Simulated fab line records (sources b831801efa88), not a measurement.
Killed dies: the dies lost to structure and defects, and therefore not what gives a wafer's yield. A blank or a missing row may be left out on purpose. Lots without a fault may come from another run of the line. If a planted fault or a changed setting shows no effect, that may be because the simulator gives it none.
Struck lot and sound lot, side by side :: flow sky130 :: 21 out of 708 route steps
Sound: these wafers, L375.2, L375.4, L375.6. Struck: wafers L385.1, L385.2, L385.6. The cause comes at the end.
Per side, at each step with rows, come the tool, then ch with its chambers, and then its first start. Under that, the readings that differ: sound wafers :: struck wafers :: difference of the means :: sigmas: that difference in standard deviations of wafers without a fault.
alike: words and numbers the same on both sides, and readings whose means are apart by under 2 such deviations; not compared: readings that were withheld, readings missing a value for some wafer, numbers with overlapping values and no deviation given by the record, and bounds like >300 which may hide the same value.
A row with sigmas, a row that says differs or no value, or rows on one side alone: a step with any of these is where the two part. When numbers do not overlap yet have no deviation, they are printed without sigmas and do not part them. Lack of a reading on every wafer of one side parts them only where that side has two or more wafers.

first, 8 steps without rows for these wafers: SKY_DNWELL_DEHYDRATE_00 (time 60 s); SKY_DNWELL_HMDS_01 (prime time 60 s); SKY_DNWELL_COAT_02 (resist thk 3000 nm); SKY_DNWELL_SOFTBAKE_03; SKY_DNWELL_EXPOSE_04 (exposes mask DNM, target cd 3000 nm); SKY_DNWELL_PEB_05; SKY_DNWELL_DEVELOP_06 (develop time 60 s); SKY_DNWELL_IMPLANT_07.
SKY_DNWELL_STRIP_08: strips in O2/N2.
  sound on plasma asher-01 ch 0, day 5 09:34; struck on plasma asher-01 ch 0,1, day 7 18:44
  alike: drypump motor current A, oes product au, strip time to endpoint s
  not compared: rf hours counter h
SKY_DNWELL_TW_MEAS_09:
  sound: film metro-01 at day 5 09:41; struck: film metro-04 at day 7 18:50
  alike: DNWELL_TW
then, 2 steps without rows for these wafers: SKY_PWDE_DEHYDRATE_00 (time 60 s); SKY_PWDE_HMDS_01 (prime time 60 s).
SKY_PWDE_COAT_02: resist thk 3000 nm.
  sound on litho track-01 ch 0, day 5 18:32; struck on litho track-01 ch 0, day 8 04:48
reading: model.coat_of_PWDE_COAT_02.thk nm (nm)
sound: 3001 3005 2996
struck: 1262 1260 1259
difference: -1740
sigmas: 
  alike: dispense pressure kPa
then, 3 steps without rows for these wafers: SKY_PWDE_SOFTBAKE_03; SKY_PWDE_EXPOSE_04 (exposes mask PWDEM, target cd 840 nm); SKY_PWDE_PEB_05.
SKY_PWDE_DEVELOP_06: develop time 60 s.
  sound: litho track-03 ch 0; struck: litho track-02 ch 0
reading: model.coat_of_PWDE_COAT_02.thk nm (nm)
sound: 2997 3000 2992
struck: 1258 1256 1255
difference: -1740
sigmas: 
SKY_PWDE_OVL_MEAS_07:
  sound: overlay-02 at day 6 04:04; struck: overlay-01 at day 8 15:46
reading: PWDE_OVL (nm)
sound: -3.0 -3.8 0.2
struck: 3.8 1.3 2.9
difference: +4.9
sigmas: +3
after that, 1 step had no rows for these wafers: SKY_PWDE_IMPLANT_08.
SKY_PWDE_STRIP_09: strips in O2/N2.
  sound on plasma asher-04 ch 0,1, day 6 04:15; struck on plasma asher-01 ch 0,1, day 8 15:57
reading: oes product au (a.u.)
sound: 0.716 0.730 0.729
struck: 0.714 0.714 0.717
difference: -0.010
sigmas: -2

reading: strip time to endpoint s (s)
sound: 36.92 36.97 36.87
struck: 16.56 16.52 16.51
difference: -20.39
sigmas: -99 or more
  alike: drypump motor current A
  not compared: rf hours counter h
SKY_PWDE_TW_MEAS_10:
  sound: film metro-02 at day 6 04:22; struck: film metro-04 at day 8 16:03
reading: PWDE_TW
sound: 373.4 373.9 373.7
struck: 378.7 377.7 379.3
difference: +4.9
sigmas: +2

WHERE THEY PART
Last at SKY_PWDE_TW_MEAS_10 as far as this record goes, first at SKY_PWDE_OVL_MEAS_07.

WHY: what had been put in by the simulator
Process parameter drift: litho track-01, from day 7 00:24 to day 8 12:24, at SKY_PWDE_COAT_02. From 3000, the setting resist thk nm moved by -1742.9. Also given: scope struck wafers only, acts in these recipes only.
